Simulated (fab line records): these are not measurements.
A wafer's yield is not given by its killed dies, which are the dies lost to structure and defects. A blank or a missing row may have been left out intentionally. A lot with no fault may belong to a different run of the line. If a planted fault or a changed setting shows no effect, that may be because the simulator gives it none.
Which tool is to blame? || flow gf180mcu || 42 wafers from 14 lots sampled at 5 of the route's 602 steps

== WHAT EACH GAUGE READ, for each wafer ==
GF_V5_THK_MEAS_01.
{"lot": "L933", "measured": "day 26 19:05", "on": "film_metro-04", "V5_CVD_00_THK (nm)": "301 306 307"}
{"lot": "L934", "measured": "day 27 07:27", "on": "film_metro-03", "V5_CVD_00_THK (nm)": "302 303 306"}
{"lot": "L935", "measured": "day 27 14:59", "on": "film_metro-02", "V5_CVD_00_THK (nm)": "307 308 304"}
{"lot": "L936", "measured": "day 27 23:52", "on": "film_metro-04", "V5_CVD_00_THK (nm)": "304 305 305"}
{"lot": "L937", "measured": "day 28 01:40", "on": "film_metro-03", "V5_CVD_00_THK (nm)": "304 302 303"}
{"lot": "L938", "measured": "day 28 09:53", "on": "film_metro-04", "V5_CVD_00_THK (nm)": "305 307 306"}
{"lot": "L940", "measured": "day 29 03:06", "on": "film_metro-03", "V5_CVD_00_THK (nm)": "304 301 304"}
{"lot": "L944", "measured": "day 30 07:03", "on": "film_metro-03", "V5_CVD_00_THK (nm)": "308 308 307"}
{"lot": "L946", "measured": "day 30 23:35", "on": "film_metro-03", "V5_CVD_00_THK (nm)": "301 302 300"}
{"lot": "L947", "measured": "day 31 02:11", "on": "film_metro-04", "V5_CVD_00_THK (nm)": "305 298 305"}
{"lot": "L948", "measured": "day 31 11:56", "on": "film_metro-03", "V5_CVD_00_THK (nm)": "304 302 303"}
{"lot": "L952", "measured": "day 32 11:37", "on": "film_metro-03", "V5_CVD_00_THK (nm)": "301 298 298"}
{"lot": "L953", "measured": "day 32 20:56", "on": "film_metro-02", "V5_CVD_00_THK (nm)": "300 304 304"}
{"lot": "L954", "measured": "day 32 22:13", "on": "film_metro-04", "V5_CVD_00_THK (nm)": "303 300 297"}

GF_TOP_METAL_CD_MEAS_14: target cd 440 nm.
{"lot": "L933", "measured": "day 28 13:02", "on": "cd_sem-01", "cd_nm (nm)": "438.4 437.4 435.8"}
{"lot": "L934", "measured": "day 29 02:18", "on": "cd_sem-02", "cd_nm (nm)": "444.0 444.1 445.3"}
{"lot": "L935", "measured": "day 29 07:55", "on": "cd_sem-02", "cd_nm (nm)": "441.5 441.3 440.6"}
{"lot": "L936", "measured": "day 29 16:38", "on": "cd_sem-02", "cd_nm (nm)": "442.1 441.5 440.8"}
{"lot": "L937", "measured": "day 29 17:58", "on": "cd_sem-02", "cd_nm (nm)": "424.1 416.5 427.3"}
{"lot": "L938", "measured": "day 30 02:43", "on": "cd_sem-02", "cd_nm (nm)": "441.7 444.4 442.4"}
{"lot": "L940", "measured": "day 30 19:02", "on": "cd_sem-01", "cd_nm (nm)": "429.6 406.4 427.6"}
{"lot": "L944", "measured": "day 31 19:28", "on": "cd_sem-02", "cd_nm (nm)": "438.9 436.9 440.9"}
{"lot": "L946", "measured": "day 32 12:43", "on": "cd_sem-01", "cd_nm (nm)": "439.7 434.9 436.8"}
{"lot": "L947", "measured": "day 32 13:02", "on": "cd_sem-01", "cd_nm (nm)": "437.8 438.2 438.8"}
{"lot": "L948", "measured": "day 32 23:01", "on": "cd_sem-01", "cd_nm (nm)": "433.9 437.2 435.5"}
{"lot": "L952", "measured": "day 33 21:09", "on": "cd_sem-01", "cd_nm (nm)": "440.2 436.8 437.0"}
{"lot": "L953", "measured": "day 34 05:46", "on": "cd_sem-01", "cd_nm (nm)": "443.4 439.7 441.3"}
{"lot": "L954", "measured": "day 34 07:05", "on": "cd_sem-01", "cd_nm (nm)": "440.6 445.2 442.7"}

== TOOL THAT RAN EACH LOT (tool first, then ch and the chambers of the sampled wafers, then the start) ==
{"lot": "L933", "GF_MIM_STRIP_20": "plasma_asher-04 ch 0,1, day 25 21:26", "GF_V5_CVD_23": "cvd_w-01 ch 0,1, day 27 16:56", "GF_TOP_METAL_EXPOSE_11": "iline_stepper-02 ch 0, day 28 02:55"}
{"lot": "L934", "GF_MIM_STRIP_20": "plasma_asher-01 ch 1, day 26 09:47", "GF_V5_CVD_23": "cvd_w-02 ch 0,1, day 28 06:32", "GF_TOP_METAL_EXPOSE_11": "iline_stepper-01 ch 0, day 28 16:46"}
{"lot": "L935", "GF_MIM_STRIP_20": "plasma_asher-04 ch 1, day 26 17:17", "GF_V5_CVD_23": "cvd_w-02 ch 0,1, day 28 11:49", "GF_TOP_METAL_EXPOSE_11": "iline_stepper-01 ch 0, day 28 22:22"}
{"lot": "L936", "GF_MIM_STRIP_20": "plasma_asher-04 ch 0,1, day 27 02:23", "GF_V5_CVD_23": "cvd_w-01 ch 0,1, day 28 20:51", "GF_TOP_METAL_EXPOSE_11": "iline_stepper-02 ch 0, day 29 07:14"}
{"lot": "L937", "GF_MIM_STRIP_20": "plasma_asher-04 ch 0,1, day 27 05:05", "GF_V5_CVD_23": "cvd_w-01 ch 0,1, day 28 22:16", "GF_TOP_METAL_EXPOSE_11": "iline_stepper-01 ch 0, day 29 08:54"}
{"lot": "L938", "GF_MIM_STRIP_20": "plasma_asher-02 ch 0,1, day 27 13:08", "GF_V5_CVD_23": "cvd_w-02 ch 0,1, day 29 07:03", "GF_TOP_METAL_EXPOSE_11": "iline_stepper-02 ch 0, day 29 17:39"}
{"lot": "L940", "GF_MIM_STRIP_20": "plasma_asher-02 ch 0,1, day 28 06:55", "GF_V5_CVD_23": "cvd_w-01 ch 0,1, day 29 23:46", "GF_TOP_METAL_EXPOSE_11": "iline_stepper-01 ch 0, day 30 10:34"}
{"lot": "L944", "GF_MIM_STRIP_20": "plasma_asher-04 ch 0,1, day 29 11:19", "GF_V5_CVD_23": "cvd_w-01 ch 0, day 31 01:39", "GF_TOP_METAL_EXPOSE_11": "iline_stepper-02 ch 0, day 31 11:11"}
{"lot": "L946", "GF_MIM_STRIP_20": "plasma_asher-02 ch 0,1, day 30 04:23", "GF_V5_CVD_23": "cvd_w-02 ch 0,1, day 31 18:45", "GF_TOP_METAL_EXPOSE_11": "iline_stepper-02 ch 0, day 32 04:21"}
{"lot": "L947", "GF_MIM_STRIP_20": "plasma_asher-04 ch 0,1, day 30 07:38", "GF_V5_CVD_23": "cvd_w-01 ch 0, day 31 20:39", "GF_TOP_METAL_EXPOSE_11": "iline_stepper-02 ch 0, day 32 05:26"}
{"lot": "L948", "GF_MIM_STRIP_20": "plasma_asher-02 ch 0,1, day 30 16:50", "GF_V5_CVD_23": "cvd_w-01 ch 0,1, day 32 06:13", "GF_TOP_METAL_EXPOSE_11": "iline_stepper-01 ch 0, day 32 15:18"}
{"lot": "L952", "GF_MIM_STRIP_20": "plasma_asher-02 ch 0,1, day 31 17:56", "GF_V5_CVD_23": "cvd_w-02 ch 0,1, day 33 04:35", "GF_TOP_METAL_EXPOSE_11": "iline_stepper-02 ch 0, day 33 13:39"}
{"lot": "L953", "GF_MIM_STRIP_20": "plasma_asher-02 ch 0,1, day 32 03:41", "GF_V5_CVD_23": "cvd_w-02 ch 1, day 33 14:07", "GF_TOP_METAL_EXPOSE_11": "iline_stepper-01 ch 0, day 33 22:35"}
{"lot": "L954", "GF_MIM_STRIP_20": "plasma_asher-01 ch 0,1, day 32 04:53", "GF_V5_CVD_23": "cvd_w-02 ch 0,1, day 33 15:40", "GF_TOP_METAL_EXPOSE_11": "iline_stepper-01 ch 0, day 33 23:55"}
- GF_MIM_STRIP_20: strips in O2/N2.
- GF_V5_CVD_23: deposits W, target thk 350 nm, time 104.9 s.
- GF_TOP_METAL_EXPOSE_11: exposes mask MetalTop, target cd 440 nm.

== WHAT THE TOOLS THEMSELVES READ (means of the sampled wafers that have a number; where no wafer has one, the mark that the record gives instead) ==
GF_MIM_STRIP_20.
{"lot": "L933", "tool": "plasma_asher-04", "drypump_motor_current_A (A)": 6.06, "heater_power_w (W)": 269, "oes_product_au (a.u.)": 0.696, "strip_time_to_endpoint_s (s)": 11.29}
{"lot": "L934", "tool": "plasma_asher-01", "drypump_motor_current_A (A)": 5.54, "heater_power_w (W)": 357, "oes_product_au (a.u.)": 0.694, "strip_time_to_endpoint_s (s)": 11.28}
{"lot": "L935", "tool": "plasma_asher-04", "drypump_motor_current_A (A)": 5.73, "heater_power_w (W)": 322, "oes_product_au (a.u.)": 0.691, "strip_time_to_endpoint_s (s)": 11.22}
{"lot": "L936", "tool": "plasma_asher-04", "drypump_motor_current_A (A)": 5.86, "heater_power_w (W)": 297, "oes_product_au (a.u.)": 0.690, "strip_time_to_endpoint_s (s)": 11.23}
{"lot": "L937", "tool": "plasma_asher-04", "drypump_motor_current_A (A)": 6.07, "heater_power_w (W)": 271, "oes_product_au (a.u.)": 0.689, "strip_time_to_endpoint_s (s)": 11.23}
{"lot": "L938", "tool": "plasma_asher-02", "drypump_motor_current_A (A)": 5.61, "heater_power_w (W)": 316, "oes_product_au (a.u.)": 0.693, "strip_time_to_endpoint_s (s)": 11.27}
{"lot": "L940", "tool": "plasma_asher-02", "drypump_motor_current_A (A)": 5.62, "heater_power_w (W)": 311, "oes_product_au (a.u.)": 0.690, "strip_time_to_endpoint_s (s)": 11.26}
{"lot": "L944", "tool": "plasma_asher-04", "drypump_motor_current_A (A)": 5.88, "heater_power_w (W)": 294, "oes_product_au (a.u.)": 0.689, "strip_time_to_endpoint_s (s)": 11.24}
{"lot": "L946", "tool": "plasma_asher-02", "drypump_motor_current_A (A)": 5.60, "heater_power_w (W)": 304, "oes_product_au (a.u.)": 0.698, "strip_time_to_endpoint_s (s)": 11.29}
{"lot": "L947", "tool": "plasma_asher-04", "drypump_motor_current_A (A)": 5.91, "heater_power_w (W)": 297, "oes_product_au (a.u.)": 0.694, "strip_time_to_endpoint_s (s)": 11.22}
{"lot": "L948", "tool": "plasma_asher-02", "drypump_motor_current_A (A)": 5.60, "heater_power_w (W)": 315, "oes_product_au (a.u.)": 0.699, "strip_time_to_endpoint_s (s)": 11.29}
{"lot": "L952", "tool": "plasma_asher-02", "drypump_motor_current_A (A)": 5.61, "heater_power_w (W)": 317, "oes_product_au (a.u.)": 0.689, "strip_time_to_endpoint_s (s)": 11.28}
{"lot": "L953", "tool": "plasma_asher-02", "drypump_motor_current_A (A)": 5.61, "heater_power_w (W)": 315, "oes_product_au (a.u.)": 0.692, "strip_time_to_endpoint_s (s)": 11.25}
{"lot": "L954", "tool": "plasma_asher-01", "drypump_motor_current_A (A)": 5.78, "heater_power_w (W)": 335, "oes_product_au (a.u.)": 0.698, "strip_time_to_endpoint_s (s)": 11.27}

GF_V5_CVD_23.
{"lot": "L933", "tool": "cvd_w-01", "heater_power_w (W)": 840}
{"lot": "L934", "tool": "cvd_w-02", "heater_power_w (W)": 710}
{"lot": "L935", "tool": "cvd_w-02", "heater_power_w (W)": 757}
{"lot": "L936", "tool": "cvd_w-01", "heater_power_w (W)": 868}
{"lot": "L937", "tool": "cvd_w-01", "heater_power_w (W)": 870}
{"lot": "L938", "tool": "cvd_w-02", "heater_power_w (W)": 709}
{"lot": "L940", "tool": "cvd_w-01", "heater_power_w (W)": 838}
{"lot": "L944", "tool": "cvd_w-01", "heater_power_w (W)": 905}
{"lot": "L946", "tool": "cvd_w-02", "heater_power_w (W)": 755}
{"lot": "L947", "tool": "cvd_w-01", "heater_power_w (W)": 907}
{"lot": "L948", "tool": "cvd_w-01", "heater_power_w (W)": 836}
{"lot": "L952", "tool": "cvd_w-02", "heater_power_w (W)": 762}
{"lot": "L953", "tool": "cvd_w-02", "heater_power_w (W)": 663}
{"lot": "L954", "tool": "cvd_w-02", "heater_power_w (W)": 731}

== THE ANSWER, worked out from the rows above alone ==
Rule: the lots themselves supply what counts as usual. Put in order of their means at a reading, lots are off if they are a third of the lots or fewer, leave a main group of 4 or more, and stand apart from it by a gap of 3 or more times the standard deviation of the main group's means; of several such gaps the widest counts. If all means in a main group match to the digits the tables above print for the reading, that group is not used. A lot without any number at a reading at which 4 lots or more have one is off too. Where the step has rows for the other lots, those lots are counted as sound. Order of review: gauges by route order, followed by the tools' own readings, for which a lot's mean as printed above is used. The first step at which some lot is off is used, and at that step the reading that is off furthest; a lot without a number counts as furthest.
Off: L937, L940, at GF_TOP_METAL_CD_MEAS_14 (cd_nm). For the main group the mean is 439.9 nm and the standard deviation 2.7.
A tool fits if, at a process step before that reading, it ran every lot that is off, and no sound lot after the first of them. The gauges at GF_TOP_METAL_CD_MEAS_14 are tried like those tools. Not one of the candidates tried fits.

== WHAT THE SIMULATOR PUT IN ==
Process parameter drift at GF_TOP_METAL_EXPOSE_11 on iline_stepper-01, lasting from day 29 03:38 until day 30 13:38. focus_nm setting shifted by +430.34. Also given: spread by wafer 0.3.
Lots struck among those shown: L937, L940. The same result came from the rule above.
